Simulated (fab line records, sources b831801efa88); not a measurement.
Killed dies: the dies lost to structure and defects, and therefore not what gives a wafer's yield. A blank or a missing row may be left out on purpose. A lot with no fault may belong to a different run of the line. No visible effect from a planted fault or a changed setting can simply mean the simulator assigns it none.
Which tool is to blame? / flow gf180mcu / 7 lots, 21 wafers sampled, at 2 steps of a route of 602

WHAT THE GAUGES READ, wafer by wafer
GF_HV_LDD_OVL_MEAS_08.
lot=L616; measured=day 11 03:55; on=overlay-01; HV_LDD_OVL (nm)=-1.5 -0.9 -0.5
lot=L621; measured=day 12 13:45; on=overlay-02; HV_LDD_OVL (nm)=1.4 1.9 0.2
lot=L625; measured=day 13 20:03; on=overlay-01; HV_LDD_OVL (nm)=2.1 1.2 1.1
lot=L627; measured=day 14 10:41; on=overlay-02; HV_LDD_OVL (nm)=0.2 1.3 -0.7
lot=L630; measured=day 15 04:27; on=overlay-02; HV_LDD_OVL (nm)=2.8 1.6 1.5
lot=L632; measured=day 16 00:19; on=overlay-02; HV_LDD_OVL (nm)=1.7 1.0 0.2
lot=L636; measured=day 17 02:13; on=overlay-02; HV_LDD_OVL (nm)=-0.3 1.3 -2.2

WHAT TOOL EACH LOT RAN ON (gives the tool, then ch and the chambers of the sampled wafers, and finally the start)
lot=L616; GF_VT_IMPLANT_STRIP_31=plasma_asher-01 ch 0, day 7 22:58
lot=L621; GF_VT_IMPLANT_STRIP_31=plasma_asher-01 ch 0,1, day 9 04:05
lot=L625; GF_VT_IMPLANT_STRIP_31=plasma_asher-03 ch 0,1, day 10 06:48
lot=L627; GF_VT_IMPLANT_STRIP_31=plasma_asher-03 ch 0,1, day 10 20:14
lot=L630; GF_VT_IMPLANT_STRIP_31=plasma_asher-03 ch 0,1, day 11 11:07
lot=L632; GF_VT_IMPLANT_STRIP_31=plasma_asher-01 ch 0,1, day 12 02:25
lot=L636; GF_VT_IMPLANT_STRIP_31=plasma_asher-02 ch 0,1, day 13 04:34
- GF_VT_IMPLANT_STRIP_31: strips in O2/N2.

THE ANSWER, worked out from the rows above alone
Rule: the usual values come from the lots themselves. The widest of any qualifying gaps counts: lots, ordered by their means at a reading, are off when they make up no more than a third of the lots, leave a main group of 4 or more, and stand apart from it by 3 or more times the standard deviation of that group's means. Not used: any main group whose means are identical at the precision the tables above print for the reading. A lot without any number at a reading at which 4 lots or more have one is off too. All remaining lots with rows at the step are treated as sound.
None of the lots is off at any reading shown; this tells nothing.

WHAT THE SIMULATOR PUT IN
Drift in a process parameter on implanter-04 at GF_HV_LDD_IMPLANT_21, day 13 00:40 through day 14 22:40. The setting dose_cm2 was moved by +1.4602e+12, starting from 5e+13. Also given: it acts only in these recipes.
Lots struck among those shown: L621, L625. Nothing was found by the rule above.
